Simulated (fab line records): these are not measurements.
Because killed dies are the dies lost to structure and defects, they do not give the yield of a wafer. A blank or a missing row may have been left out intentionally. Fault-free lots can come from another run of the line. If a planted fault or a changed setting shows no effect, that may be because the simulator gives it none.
Which tool was responsible? | flow gf180mcu | 13 lots, 39 wafers sampled, at 5 steps of a route of 602

WHAT THE GAUGES READ, wafer by wafer
GF_M3_OVL_MEAS_15. Usual: M3_OVL 5 nm, standard deviation 5.9.
lot  | measured     | on         | M3_OVL (nm) | flag
L155 | day 21 08:48 | overlay-01 | 7 7 9       | 
L156 | day 21 19:15 | overlay-01 | 10 5 10     | 
L157 | day 22 04:17 | overlay-02 | 3 5 2       | 
L161 | day 23 14:09 | overlay-02 | 9 -3 6      | 
L162 | day 23 20:35 | overlay-01 | 10 -1 6     | 
L166 | day 25 11:28 | overlay-02 | 11 5 1      | 
L167 | day 25 17:34 | overlay-02 | 11 -1 13    | 
L168 | day 26 07:59 | overlay-02 | 10 4 7      | 
L169 | day 26 10:44 | overlay-02 | 8 3 11      | 
L170 | day 26 14:53 | overlay-01 | 3 -2 3      | 
L172 | day 27 02:57 | overlay-02 | 2 -6 10     | 
L177 | day 28 16:11 | overlay-02 | 5 10 0      | 
L178 | day 28 23:58 | overlay-01 | 0 13 -1     | 

GF_V3_THK_MEAS_25: measures by xrf. Usual: V3_W_THK 344 nm, standard deviation 4.8.
lot  | measured     | on           | V3_W_THK (nm) | flag
L155 | day 22 10:25 | filmMetro-01 | 351 351 352   | 
L156 | day 22 21:05 | filmMetro-01 | 357 353 354   | 
L157 | day 23 05:56 | filmMetro-01 | 344 342 344   | 
L161 | day 24 15:09 | filmMetro-01 | 343 338 336   | 
L162 | day 24 20:47 | filmMetro-04 | 349 349 347   | 
L166 | day 26 10:45 | filmMetro-03 | 351 351 348   | 
L167 | day 26 16:40 | filmMetro-04 | 343 343 341   | 
L168 | day 27 07:00 | filmMetro-01 | 343 344 340   | 
L169 | day 27 10:19 | filmMetro-01 | 341 339 340   | 
L170 | day 27 13:32 | filmMetro-04 | 340 343 345   | 
L172 | day 28 01:36 | filmMetro-03 | 343 342 350   | 
L177 | day 29 13:43 | filmMetro-01 | 336 335 343   | 
L178 | day 29 21:17 | filmMetro-04 | 340 348 339   | 

GF_M4_CD_MEAS_14: the cd target is 280 nm. Usual: 279.9 nm for cdNm, sd 1.1.
lot  | measured     | on       | cdNm (nm)         | flag
L155 | day 23 09:49 | cdSem-02 | 280.0 280.9 280.1 | 
L156 | day 23 21:25 | cdSem-02 | 279.3 278.7 278.8 | 
L157 | day 24 04:26 | cdSem-01 | 279.9 279.7 278.4 | 
L161 | day 25 13:27 | cdSem-02 | 278.6 279.5 278.7 | 
L162 | day 25 18:39 | cdSem-01 | 280.6 279.7 279.3 | 
L166 | day 27 08:05 | cdSem-01 | 263.3 263.9 263.1 | OFF
L167 | day 27 13:35 | cdSem-01 | 264.6 264.2 265.7 | OFF
L168 | day 28 03:48 | cdSem-02 | 276.9 278.9 279.1 | 
L169 | day 28 06:41 | cdSem-01 | 278.4 278.9 279.6 | 
L170 | day 28 09:56 | cdSem-02 | 280.5 281.4 280.4 | 
L172 | day 28 21:48 | cdSem-01 | 280.3 280.8 280.4 | 
L177 | day 30 08:54 | cdSem-01 | 280.2 279.4 280.1 | 
L178 | day 30 16:33 | cdSem-01 | 282.6 281.1 280.7 | 

EACH LOT AND THE TOOL THAT RAN IT (in order: tool; ch and the chambers of the sampled wafers; start)
lot  | GF_M3_SPUTTER_04            | GF_M4_SOFTBAKE_10
L155 | pvdSputter-02, day 20 08:33 | lithoTrack-02 ch 0, day 22 22:04
L156 | pvdSputter-04, day 20 19:53 | lithoTrack-03 ch 0, day 23 10:13
L157 | pvdSputter-02, day 21 04:38 | lithoTrack-03 ch 0, day 23 16:59
L161 | pvdSputter-02, day 22 15:21 | lithoTrack-03 ch 0, day 25 02:41
L162 | pvdSputter-02, day 22 21:48 | lithoTrack-04 ch 0, day 25 08:22
L166 | pvdSputter-04, day 24 13:25 | lithoTrack-02 ch 0, day 26 21:36
L167 | pvdSputter-02, day 24 20:23 | lithoTrack-02 ch 0, day 27 03:31
L168 | pvdSputter-02, day 25 10:53 | lithoTrack-03 ch 0, day 27 17:26
L169 | pvdSputter-02, day 25 12:59 | lithoTrack-03 ch 0, day 27 20:36
L170 | pvdSputter-02, day 25 18:03 | lithoTrack-03 ch 0, day 27 23:59
L172 | pvdSputter-04, day 26 06:34 | lithoTrack-04 ch 0, day 28 11:58
L177 | pvdSputter-04, day 27 20:40 | lithoTrack-03 ch 0, day 29 23:56
L178 | pvdSputter-02, day 28 05:43 | lithoTrack-04 ch 0, day 30 07:08
- GF_M3_SPUTTER_04: material TiN, target thk 50 nm, time 41.7 s.
- GF_M4_SOFTBAKE_10: time 60 s.

AS READ BY THE TOOLS THEMSELVES (means over the sampled wafers that have a number; for cases with no such wafer, the mark the record gives instead)
GF_M3_SPUTTER_04. Usual: 30.9 % for throttleValvePct, sd 0.96.
lot  | tool          | throttleValvePct (%) | flag
L155 | pvdSputter-02 | 31.7                 | 
L156 | pvdSputter-04 | 30.1                 | 
L157 | pvdSputter-02 | 31.6                 | 
L161 | pvdSputter-02 | 30.7                 | 
L162 | pvdSputter-02 | 31.1                 | 
L166 | pvdSputter-04 | 29.5                 | 
L167 | pvdSputter-02 | 31.3                 | 
L168 | pvdSputter-02 | 31.3                 | 
L169 | pvdSputter-02 | 31.6                 | 
L170 | pvdSputter-02 | 31.0                 | 
L172 | pvdSputter-04 | 30.9                 | 
L177 | pvdSputter-04 | 30.1                 | 
L178 | pvdSputter-02 | 31.2                 | 

GF_M4_SOFTBAKE_10. Usual: chillPlateTempC 23.00 C, standard deviation 0.11; heaterPowerTotalW 93.04 W, standard deviation 0.062; plateTempC 130.01 C, standard deviation 0.13.
lot  | tool          | chillPlateTempC (C) | heaterPowerTotalW (W) | plateTempC (C) | flag
L155 | lithoTrack-02 | 22.99               | 92.98                 | 130.00         | 
L156 | lithoTrack-03 | 23.02               | 93.06                 | 129.81         | 
L157 | lithoTrack-03 | 23.06               | 92.97                 | 130.10         | 
L161 | lithoTrack-03 | 22.86               | 93.01                 | 130.08         | 
L162 | lithoTrack-04 | 23.06               | 93.07                 | 130.09         | 
L166 | lithoTrack-02 | 22.96               | 97.78                 | 135.22         | OFF
L167 | lithoTrack-02 | 23.05               | 97.82                 | 135.12         | OFF
L168 | lithoTrack-03 | 22.89               | 93.06                 | 129.85         | 
L169 | lithoTrack-03 | 23.15               | 93.08                 | 129.92         | 
L170 | lithoTrack-03 | 23.05               | 93.02                 | 129.91         | 
L172 | lithoTrack-04 | 22.98               | 93.12                 | 129.90         | 
L177 | lithoTrack-03 | 22.93               | 93.00                 | 129.81         | 
L178 | lithoTrack-04 | 23.00               | 93.07                 | 130.00         | 

THE ANSWER, worked out from the rows above alone
Rule: a lot is off if the mean of its wafers that have a number lies more than 3 standard deviations from the usual mean. Also off: a lot with no number at a reading for which 4 or more lots have one. All remaining lots with rows at the step are treated as sound. After the gauges, taken in route order, come the tools' own readings; for these a lot's mean is taken, as printed above. The first step at which some lot is off is used, and at that step the reading that is off furthest; a lot without a number counts as furthest.
Off, at GF_M4_CD_MEAS_14 on cdNm: L166, L167.
If a tool, at a process step before that reading, ran all the lots that are off and no sound lot after the first of them, it fits. The gauges at GF_M4_CD_MEAS_14 aren't tried: what is off there is off at GF_M4_SOFTBAKE_10 too, on other tools, and a gauge's error can't cause that. One candidate fits, namely lithoTrack-02 at GF_M4_SOFTBAKE_10. Its last sound lot is L155 (day 22 22:04), its first lot that is off L166 (day 26 21:36): a fault that began between those two fits.
The tool's own readings at GF_M4_SOFTBAKE_10 bear it out: on the lots that are off they differ by more than 5 times the standard deviation of the sound lots' means. heaterPowerTotalW reads 97.80 W there against 93.04 W on the sound lots; plateTempC reads 135.17 C there against 129.95 C on the sound lots.

WHAT THE SIMULATOR PUT IN
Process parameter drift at GF_M4_SOFTBAKE_10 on lithoTrack-02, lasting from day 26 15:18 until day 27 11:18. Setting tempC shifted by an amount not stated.
Lots struck among those shown: L166, L167. The same result came from the rule above.
